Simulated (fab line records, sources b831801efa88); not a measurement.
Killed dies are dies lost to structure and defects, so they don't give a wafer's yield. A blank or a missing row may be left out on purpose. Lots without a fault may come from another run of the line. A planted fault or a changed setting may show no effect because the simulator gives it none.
One fault seen from 2 desks | flow sky130 | each desk has only its own numbers; what lay behind them comes last

THE METROLOGY DESK
What the gauges read, lot by lot, whatever tool the lot ran on: means of the sampled wafers that have a number. A lot is out of limits, marked OUT, if its mean lies more than 4 standard deviations from the usual mean; the brackets give that distance.
Columns: A = DNWELL_TW at SKY_DNWELL_TW_MEAS_09, usual 1119; B = PWDE_OVL at SKY_PWDE_OVL_MEAS_07, usual 0.0 nm
lot  | first seen here | A    | B
L502 | day 4 14:47     | 1126 | -1.6
L509 | day 6 05:37     | 1113 | 0.4
L510 | day 6 12:49     | 1112 | 0.7
L511 | day 6 17:11     | 1119 | 1.0
L512 | day 6 20:45     | 1129 | -0.8
L519 | day 8 15:44     | 1103 | -0.3
This desk's finding: nothing out of limits on any of the 6 lots.

THE TOOL OWNER'S DESK: implanter-03
The tool's own readings at SKY_PWDE_IMPLANT_08: means of the sampled wafers that have a number, for each lot that ran on this tool. A lot is out of limits, marked OUT, if its mean lies more than 4 standard deviations from the usual mean; the brackets give that distance.
Columns: A = beam_energy_keV at SKY_PWDE_IMPLANT_08, usual 149.99
lot  | first seen here | A
L509 | day 7 01:06     | 149.99
L510 | day 7 07:35     | 139.50 (-99 or more) OUT
L512 | day 7 16:50     | 139.43 (-99 or more) OUT
This desk's finding: out of limits on L510, L512; first on L510, day 7 07:35 (beam_energy_keV at SKY_PWDE_IMPLANT_08). In limits: L509.

PUT TOGETHER
The tool owner's desk could have raised an alarm at day 7 07:35, on L510, L512.
The metrology desk saw nothing out of limits.
The metrology desk has L510, L512 on record, within its limits.
Of the lots named, all ran SKY_PWDE_IMPLANT_08 on implanter-03.

WHAT THE SIMULATOR HAD PUT IN
Process parameter drift: implanter-03, from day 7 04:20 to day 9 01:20, at SKY_PWDE_IMPLANT_08. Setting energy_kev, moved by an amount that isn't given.
Lots struck among those shown: L510, L512.
Hours from the fault's start to each desk's first reading out of limits: the tool owner's desk, 3.
